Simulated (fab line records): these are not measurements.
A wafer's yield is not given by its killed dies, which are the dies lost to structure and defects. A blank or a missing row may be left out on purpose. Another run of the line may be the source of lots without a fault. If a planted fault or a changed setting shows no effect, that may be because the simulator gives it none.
fab line records ; flow sky130 ; part 2 of 2: steps 31 to 43 of 43
record lots=5; wafers=15; last_day=50
route steps=708 shown FIELD_ISO@13 NWELL@32 DNWELL@35 PWDE@45
lots that met no fault: from a run of the same line without faults
start_h: hours from the record's opening day to when the first of the lot's shown wafers began ; wait_h: hours since the lot's step before ; " same as the row above ; L1.1+2: several wafers, shown together as one row ; - either no value or no given start ; * or withheld: withheld ; < > ~ a bound
route shown NAME@n: NAME is a module with steps in the file, n the number in the route of the first one ; usual: mean and standard deviation over wafers with no fault ; same: alike in all rows ; chamber/n: place in a boat ; sites: readings site by site ; _std_site: the values' standard deviation ; _edge_site: outer sites' mean less inner sites' ; radius_mm: for every site, how far away it sits from the centre of the wafer ; mask NAME#n: copy n ; behind: tool/chamber where the wafer was last shaped ; hold: why the lot went on hold/how many hours it stayed there/how the hold came to an end ; device: whichever transistor did not switch (one of n, p or np) ; end of line: tests run on the same wafers once the route is complete ; a step given without rows: its recipe and nothing more ; killed: count of dies lost to structure and defects at first sort (not the wafer's yield) ; map: a wafer's dies, marking killed ones x, the rest . and places with no die _
set.NAME: the run value of the setting; set.NAME@STEP: its run value at that earlier step ; model.NAME: the simulator's own value behind a step, which no gauge read
a table for each step, a row for each wafer; lots at some steps of the route
services: when a tool's chamber went out of use (start_h, in hours from the record's first day, below 0 if earlier), for how many hours, and the reason
## steps
# step SKY_DNWELL_STRIP_08
# recipe chemistry=O2/N2; power_w=1400; pressure_mtorr=1500; platen_temp_c=withheld; o2_flow_sccm=3000; n2_flow_sccm=300; overash_fraction=0.5
# usual drypump_motor_current_A=5.2/0.32; oes_product_au=0.722/0.0048; strip_time_to_endpoint_s=36.90/0.098
lot.wafer;tool;chamber;start_h;wait_h;drypump_motor_current_A;oes_product_au;rf_hours_counter_h;strip_time_to_endpoint_s
L076.3;plasma_asher-02;0;68.87;0.1;5.1;0.722;-;36.77
L076.5;plasma_asher-02;0;68.87;0.1;5.1;0.727;-;36.86
L076.6;plasma_asher-02;1;68.87;0.1;5.6;0.727;-;36.76
L081.1;plasma_asher-04;0;96.71;0.1;5.2;0.724;42;36.93
L081.2;plasma_asher-04;1;96.71;0.1;4.8;0.730;42;36.82
L081.6;plasma_asher-04;1;96.71;0.1;4.9;0.720;-;36.80
L090.1;plasma_asher-01;0;151.92;0.1;5.7;0.726;35;37.01
L090.3;plasma_asher-01;1;151.92;0.1;4.8;0.716;-;37.02
L090.6;plasma_asher-01;1;151.92;0.1;4.8;0.720;-;37.00
L092.3;plasma_asher-01;1;163.06;0.1;4.8;0.722;-;36.90
L092.4;plasma_asher-01;0;163.06;0.1;5.7;0.720;-;37.06
L092.5;plasma_asher-01;1;163.06;0.1;4.8;0.720;-;37.04
L094.1;plasma_asher-04;1;172.65;0.1;4.9;0.728;49;36.85
L094.3;plasma_asher-04;0;172.65;0.1;5.2;0.714;-;36.91
L094.5;plasma_asher-04;0;172.65;0.1;5.2;0.720;-;36.89
# step SKY_DNWELL_TW_MEAS_09
# usual DNWELL_TW=1115/7.8
lot.wafer;tool;chamber;start_h;wait_h;DNWELL_TW
L076.3;film_metro-04;-;68.96;0.1;1125
L076.5;film_metro-04;-;68.96;0.1;1118
L076.6;film_metro-04;-;68.96;0.1;1120
L081.1;film_metro-02;-;96.81;0.1;1109
L081.2;film_metro-02;-;96.81;0.1;1116
L081.6;film_metro-02;-;96.81;0.1;1111
L090.1;film_metro-04;-;152.02;0.1;1111
L090.3;film_metro-04;-;152.02;0.1;1116
L090.6;film_metro-04;-;152.02;0.1;1109
L092.3;film_metro-02;-;163.14;0.1;1102
L092.4;film_metro-02;-;163.14;0.1;1107
L092.5;film_metro-02;-;163.14;0.1;1099
L094.1;film_metro-02;-;172.75;0.1;1103
L094.3;film_metro-02;-;172.75;0.1;1099
L094.5;film_metro-02;-;172.75;0.1;1101
# step SKY_PWDE_DEHYDRATE_00
# recipe temp_c=200; time_s=60
lot.wafer;tool;chamber;start_h;wait_h
L076.3+5+6;litho_track-03;0;77.46;8.5
L081.1+2+6;litho_track-04;0;104.74;7.9
L090.1+3+6;litho_track-04;0;161.24;9.2
L092.3+4+5;litho_track-03;0;173.20;10.1
L094.1+3+5;litho_track-01;0;181.88;9.1
# step SKY_PWDE_HMDS_01
# recipe prime_time_s=60; prime_temp_c=120
lot.wafer;tool;chamber;start_h;wait_h
L076.3+5+6;litho_track-03;0;77.61;0.1
L081.1+2+6;litho_track-04;0;104.89;0.1
L090.1+3+6;litho_track-04;0;161.39;0.1
L092.3+4+5;litho_track-03;0;173.35;0.1
L094.1+3+5;litho_track-01;0;182.03;0.1
# step SKY_PWDE_COAT_02
# recipe spin_rpm=2000; resist_thk_nm=3000
lot.wafer;tool;chamber;start_h;wait_h
L076.3+5+6;litho_track-03;0;77.76;0.1
L081.1+2+6;litho_track-04;0;105.04;0.1
L090.1+3+6;litho_track-04;0;161.54;0.1
L092.3+4+5;litho_track-03;0;173.50;0.1
L094.1+3+5;litho_track-01;0;182.18;0.1
# step SKY_PWDE_SOFTBAKE_03
# recipe temp_c=110; time_s=withheld
lot.wafer;tool;chamber;start_h;wait_h
L076.3+5+6;litho_track-03;0;77.92;0.1
L081.1+2+6;litho_track-04;0;105.19;0.1
L090.1+3+6;litho_track-04;0;161.69;0.1
L092.3+4+5;litho_track-03;0;173.67;0.1
L094.1+3+5;litho_track-01;0;182.33;0.1
# step SKY_PWDE_EXPOSE_04
# recipe mask_id=PWDEM; na=0.6; source_shape=conventional; sigma_outer=0.6; polarization=unpolarized; target_cd_nm=840; dose_mj=214
lot.wafer;tool;chamber;start_h;wait_h;mask
L076.3+5+6;iline_stepper-01;0;-;-;PWDEM#0
L081.1+2+6;iline_stepper-02;0;-;-;PWDEM#0
L090.1+3+6;iline_stepper-02;0;-;-;PWDEM#0
L092.3+4+5;iline_stepper-02;0;-;-;PWDEM#0
L094.1+3+5;iline_stepper-02;0;-;-;PWDEM#0
# step SKY_PWDE_PEB_05
# recipe temp_c=115; time_s=withheld
lot.wafer;tool;chamber;start_h;wait_h
L076.3+5+6;litho_track-03;0;-;-
L081.1+2+6;litho_track-04;0;-;-
L090.1+3+6;litho_track-04;0;-;-
L092.3+4+5;litho_track-04;0;-;-
L094.1+3+5;litho_track-01;0;-;-
# step SKY_PWDE_DEVELOP_06
# recipe wall_angle_deg=90; developer=TMAH; develop_time_s=60; dev_temp_c=23
lot.wafer;tool;chamber;start_h;wait_h
L076.3+5+6;litho_track-03;0;-;-
L081.1+2+6;litho_track-04;0;-;-
L090.1+3+6;litho_track-04;0;-;-
L092.3+4+5;litho_track-04;0;-;-
L094.1+3+5;litho_track-01;0;-;-
# step SKY_PWDE_OVL_MEAS_07
# usual PWDE_OVL=-0.2/1.4
lot.wafer;tool;chamber;start_h;wait_h;PWDE_OVL[nm]
L076.3;overlay-02;-;86.47;-;-0.2
L076.5;overlay-02;-;86.47;-;-0.3
L076.6;overlay-02;-;86.47;-;0.6
L081.1;overlay-01;-;114.59;-;0.4
L081.2;overlay-01;-;114.59;-;-1.3
L081.6;overlay-01;-;114.59;-;0.5
L090.1;overlay-02;-;173.09;-;-2.1
L090.3;overlay-02;-;173.09;-;-1.1
L090.6;overlay-02;-;173.09;-;-2.0
L092.3;overlay-01;-;183.55;-;-1.2
L092.4;overlay-01;-;183.55;-;-0.9
L092.5;overlay-01;-;183.55;-;-2.6
L094.1;overlay-01;-;192.88;-;-0.5
L094.3;overlay-01;-;192.88;-;0.7
L094.5;overlay-01;-;192.88;-;-1.1
# step SKY_PWDE_IMPLANT_08
# recipe species=B; energy_kev=150; dose_cm2=3.6e+12; tilt_deg=withheld
lot.wafer;tool;chamber;start_h;wait_h
L076.3+5+6;implanter-04;0;86.54;0.1
L081.1+2+6;implanter-02;0;114.62;0.0
L090.1+3+6;implanter-03;0;173.12;0.0
L092.3+4+5;implanter-02;0;183.62;0.1
L094.1+3+5;implanter-04;0;192.91;0.0
# step SKY_PWDE_STRIP_09
# recipe chemistry=O2/N2; power_w=1400; pressure_mtorr=1500; platen_temp_c=withheld; o2_flow_sccm=3000; n2_flow_sccm=300; overash_fraction=0.5
# usual drypump_motor_current_A=5.5/0.46; oes_product_au=0.723/0.0045; strip_time_to_endpoint_s=36.88/0.11
lot.wafer;tool;chamber;start_h;wait_h;drypump_motor_current_A;oes_product_au;rf_hours_counter_h;strip_time_to_endpoint_s
L076.3;plasma_asher-03;1;86.67;0.1;5.8;0.724;-;37.08
L076.5;plasma_asher-03;0;86.67;0.1;6.4;0.721;-;37.17
L076.6;plasma_asher-03;1;86.67;0.1;5.8;0.718;-;37.13
L081.1;plasma_asher-01;1;114.77;0.1;4.8;0.719;32;36.87
L081.2;plasma_asher-01;0;114.77;0.1;5.7;0.718;32;36.83
L081.6;plasma_asher-01;0;114.77;0.1;5.7;0.723;-;36.85
L090.1;plasma_asher-03;1;173.27;0.1;5.8;0.730;47;36.80
L090.3;plasma_asher-03;0;173.27;0.1;6.4;0.728;-;36.74
L090.6;plasma_asher-03;1;173.27;0.1;5.8;0.720;-;36.80
L092.3;plasma_asher-03;0;183.76;0.1;6.3;0.721;-;36.80
L092.4;plasma_asher-03;1;183.76;0.1;5.8;0.717;-;36.90
L092.5;plasma_asher-03;0;183.76;0.1;6.3;0.726;-;36.81
L094.1;plasma_asher-01;1;193.06;0.1;4.8;0.730;39;36.77
L094.3;plasma_asher-01;0;193.06;0.1;5.7;0.728;-;36.66
L094.5;plasma_asher-01;1;193.06;0.1;4.8;0.720;-;36.80
# step SKY_PWDE_TW_MEAS_10
# usual PWDE_TW=375/3.1
lot.wafer;tool;chamber;start_h;wait_h;PWDE_TW
L076.3;film_metro-02;-;86.76;0.1;370
L076.5;film_metro-02;-;86.76;0.1;369
L076.6;film_metro-02;-;86.76;0.1;368
L081.1;film_metro-04;-;114.87;0.1;376
L081.2;film_metro-04;-;114.87;0.1;377
L081.6;film_metro-04;-;114.87;0.1;376
L090.1;film_metro-03;-;173.37;0.1;379
L090.3;film_metro-03;-;173.37;0.1;377
L090.6;film_metro-03;-;173.37;0.1;378
L092.3;film_metro-04;-;183.84;0.1;378
L092.4;film_metro-04;-;183.84;0.1;375
L092.5;film_metro-04;-;183.84;0.1;374
L094.1;film_metro-03;-;193.16;0.1;379
L094.3;film_metro-03;-;193.16;0.1;379
L094.5;film_metro-03;-;193.16;0.1;377
## services
tool;chamber;start_h;hours;kind
cmp-01;-;15.96;2.1;repair
rie_diel-01;0;18.34;11.0;repair
rie_diel-01;3;20.01;4.6;repair
iline_stepper-01;-;27.26;1.7;pm
cmp-01;-;28.82;7.3;pm
cmp-01;-;33.74;1.1;repair
rie_diel-02;1;56.19;2.6;repair
hdpcvd-02;2;57.13;11.8;repair
hdpcvd-02;-;66.75;15.0;pm
rie_si-01;2;76.81;5.1;repair
iline_stepper-02;-;77.08;0.6;repair
hdpcvd-02;-;84.84;1.8;repair
cmp-01;-;85.07;2.1;repair
implanter-01;-;85.88;0.9;repair
cmp-01;-;90.61;2.6;repair
wet_bench-03;-;97.05;0.5;repair
rie_diel-02;0;98.09;6.3;repair
rie_diel-01;3;105.52;2.9;repair
rie_diel-01;1;118.00;4.3;repair
iline_stepper-02;-;140.21;2.1;pm
furnace-01;-;144.87;4.4;pm
rie_diel-02;-;146.40;0.5;repair
wet_bench-03;-;161.34;4.4;pm
implanter-01;-;187.03;7.5;pm
